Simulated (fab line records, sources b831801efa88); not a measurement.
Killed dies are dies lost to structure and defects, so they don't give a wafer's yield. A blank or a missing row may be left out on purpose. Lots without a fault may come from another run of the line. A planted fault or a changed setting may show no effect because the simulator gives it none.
Chamber matching | flow sky130 | SKY_LI_CONTACT_ETCH_15 on rie_diel-03: 4 sister chambers
The step etches PSG in C4F8/O2/Ar, stops on Si, target depth 600 nm. 4 wafers are shown with their chamber, then 7 later ones without.

WAFERS WITH THEIR CHAMBER
wafer  | chamber | oes_product_au (a.u.)
L447.1 | 2       | 0.843
L447.2 | 1       | 0.842
L448.3 | 0       | 0.851
L448.5 | 3       | 0.842

WAFERS WITHOUT THEIR CHAMBER
wafer  | oes_product_au (a.u.)
L448.6 | 0.843
L449.3 | 0.841
L449.4 | 0.841
L449.5 | 0.835
L450.2 | 0.843
L450.3 | 0.839
L450.4 | 0.855

WHICH CHAMBER EACH WENT THROUGH
wafer  | from the rows above          | in truth
L448.6 | can't be placed: 2 or 1 or 3 | 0
L449.3 | can't be placed: 1 or 3 or 2 | 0
L449.4 | can't be placed: 1 or 3 or 2 | 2
L449.5 | can't be placed: 1 or 3 or 2 | 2
L450.2 | can't be placed: 2 or 1 or 3 | 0
L450.3 | can't be placed: 1 or 3 or 2 | 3
L450.4 | 0                            | 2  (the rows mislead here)
Placed correctly: 0 of 7. Can't be placed from these rows: 6 (the true chamber is among the candidates in 3). Placed wrongly: 1.
How it was worked out, from the rows above alone: a wafer's distance from a chamber is the root of the sum, over the readings, of the square of ((its reading less the chamber's mean) divided by the reading's scatter). The wafer belongs to the nearest chamber; if the next one is less than 2 further off, it can't be placed. A chamber's mean is the mean of its shown wafers. The scatter: with one shown wafer a chamber, the root of the mean of the squares of how far each hidden wafer lies from its nearest shown one.
